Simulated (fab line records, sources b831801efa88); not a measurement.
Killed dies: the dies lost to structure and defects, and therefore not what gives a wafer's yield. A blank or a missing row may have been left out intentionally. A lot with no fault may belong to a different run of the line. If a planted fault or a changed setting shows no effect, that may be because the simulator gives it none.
Problem report in the 8D (eight disciplines) form, filled by code -- flow sky130 -- the parts of the form that need people (team, actions taken, sign-off) are left out

== 1. WHAT IS WRONG ==
NWELL_2_TW at SKY_NWELL_TW_MEAS_26 reads a mean of 31 on 3 wafers of 1 lot; wafers without a fault read 500 with a standard deviation of 4.4. That is -99 or more standard deviations from the usual mean.
First observed at day 6 16:00: wafer L844.1, on film metro-04. The record holds 33 wafers of 11 lots with a number at this step. By rule, "out" or "out of limits" means more than 4 standard deviations away from the usual mean. Any other wafer with a number is counted as sound.

== 2. WHAT IT IS, WHAT IT ISN'T ==
question,is,is not
which readings at this step,NWELL_2_TW,-
which lots,L844,"L838, L842, L843, L846, L854, L855, L856, L858, L859, L860"
which wafers of those lots,all that have a number,-
read on which gauges,film metro-04,"film metro-01, film metro-03"
when,from day 6 16:00,"up to then (9 sound wafers); but 21 sound wafers of L846, L854, L855, L856, L858, L859, L860 came after"

== 3. SUSPECTS, AND WHAT RULES EACH OUT ==
Counting: a tool stays on the suspect list if, at a process step up to the reading, it processed all lots that are out and no sound lot following the first of them.
- the gauge at SKY_NWELL_TW_MEAS_26 is ruled out. All the wafers that are out were read on film metro-04, but those of them that SKY_NWELL_STRIP_14 has rows for are out there too, on other tools.
- plasma asher-03 at SKY_NWELL_STRIP_14 (strips in O2/N2): ruled out as a lasting fault. Sound lots L855, L856, L858 ran on it after its first lot that is out, L844 (day 5 21:21).
- plasma asher-03 at SKY_NWELL_STRIP_25 (strips in O2/N2): ruled out as a lasting fault. Sound lots L854, L860 ran on it after its first lot that is out, L844 (day 6 15:54).
Left after counting: nothing in the record.

== 4. THE CAUSE (what the simulator had put in) ==
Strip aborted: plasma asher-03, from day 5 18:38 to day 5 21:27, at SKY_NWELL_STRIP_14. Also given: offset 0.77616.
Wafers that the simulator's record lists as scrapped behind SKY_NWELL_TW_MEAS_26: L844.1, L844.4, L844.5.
Counting ruled it out, wrongly: the rule takes a fault to strike every lot that its tool runs from its start on, and this one did not.

== 5. SEQUENCE OF EFFECTS, ordered by route ==
Rows list readings where the struck wafers' mean (over those with a number) sits beyond 3 standard deviations from the usual. Only readings for which the record gives a usual standard deviation are gone through. hours: the time from each lot's start at the first step in this table that gives one to its start at this step, as a median over the lots. sigmas: the change in usual standard deviations.
hours,step,reading,usual,on struck wafers,change,sigmas
0,SKY_NWELL_STRIP_14,oes product au,0.723 a.u.,0.930,+0.207,+42
19,SKY_NWELL_STRIP_25,strip time to endpoint s,36.95 s,61.35,+24.40,+99 or more
19,SKY_NWELL_TW_MEAS_26,NWELL_2_TW,500,31,-469,-99 or more
The process steps in it:
- SKY_NWELL_STRIP_14: strips in O2/N2.
- SKY_NWELL_STRIP_25: strips in O2/N2.
Readings that are blank on the struck wafers while sound wafers have them: strip time to endpoint s at SKY_NWELL_STRIP_14.

== 6. HOW IT WOULD HAVE BEEN CAUGHT EARLIER ==
Counted from the fault's start at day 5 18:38, it took 21 hours until the first out-of-limits reading at a measuring or inspecting step in this record, taken at day 6 16:00.
At SKY_NWELL_STRIP_14, the tool's own readings (oes product au) were out on each struck wafer the step has a row for, so an alarm limit on them would have fired on the first such wafer.
